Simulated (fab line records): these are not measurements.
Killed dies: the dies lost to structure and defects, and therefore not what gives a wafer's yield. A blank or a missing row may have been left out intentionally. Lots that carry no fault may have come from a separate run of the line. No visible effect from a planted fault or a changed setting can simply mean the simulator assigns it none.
Which tool did it?	flow sky130	10 lots with 30 wafers sampled at 2 steps, on a route of 708 steps

WHAT EACH GAUGE READ, for each wafer
SKY_VIA2_THK_MEAS_23: measures by xrf.
lot	measured	on	VIA2_W_THK (nm)
L113	day 36 00:28	film metro-03	436 448 434
L115	day 36 15:51	film metro-03	437 434 435
L118	day 38 01:01	film metro-03	425 440 443
L119	day 39 00:59	film metro-03	435 426 426
L121	day 39 01:40	film metro-01	439 442 446
L120	day 39 05:24	film metro-04	435 431 422
L122	day 39 07:50	film metro-03	422 426 424
L123	day 39 14:17	film metro-03	420 421 426
L131	day 42 00:31	film metro-03	438 421 422
L134	day 42 18:59	film metro-04	439 436 433

TOOL THAT RAN EACH LOT (tool first, then ch and the chambers of the sampled wafers, then the start)
lot	SKY_VIA2_ETCH_15
L113	rie diel-03 ch 2,3, day 35 23:29
L115	rie diel-02 ch 0,2,3, day 36 14:41
L118	rie diel-04 ch 1,2,3, day 37 23:37
L119	rie diel-04 ch 0,3, day 38 23:59
L121	rie diel-03 ch 1,2, day 39 00:20
L120	rie diel-04 ch 1,2,3, day 39 04:26
L122	rie diel-04 ch 0,1,2, day 39 06:50
L123	rie diel-03 ch 2, day 39 13:15
L131	rie diel-03 ch 2,3, day 41 23:32
L134	rie diel-04 ch 1,2,3, day 42 17:59
- SKY_VIA2_ETCH_15: etches SiO2 in C4F8/O2/Ar, stops on TiN, target depth 546 nm, time 84 s.

THE ANSWER, worked out from the rows above alone
Rule: the lots themselves supply what counts as usual. The widest of any qualifying gaps counts: lots, ordered by their means at a reading, are off when they make up no more than a third of the lots, leave a main group of 4 or more, and stand apart from it by 3 or more times the standard deviation of that group's means. The tables above print the reading to a certain number of digits; a main group whose means all agree to those digits is not used. Also off: a lot with no number at a reading for which 4 or more lots have one. The other lots that the step has rows for count as sound.
No lot is off on any of the readings shown, so nothing can be concluded from this.

WHAT THE SIMULATOR HAD INSERTED
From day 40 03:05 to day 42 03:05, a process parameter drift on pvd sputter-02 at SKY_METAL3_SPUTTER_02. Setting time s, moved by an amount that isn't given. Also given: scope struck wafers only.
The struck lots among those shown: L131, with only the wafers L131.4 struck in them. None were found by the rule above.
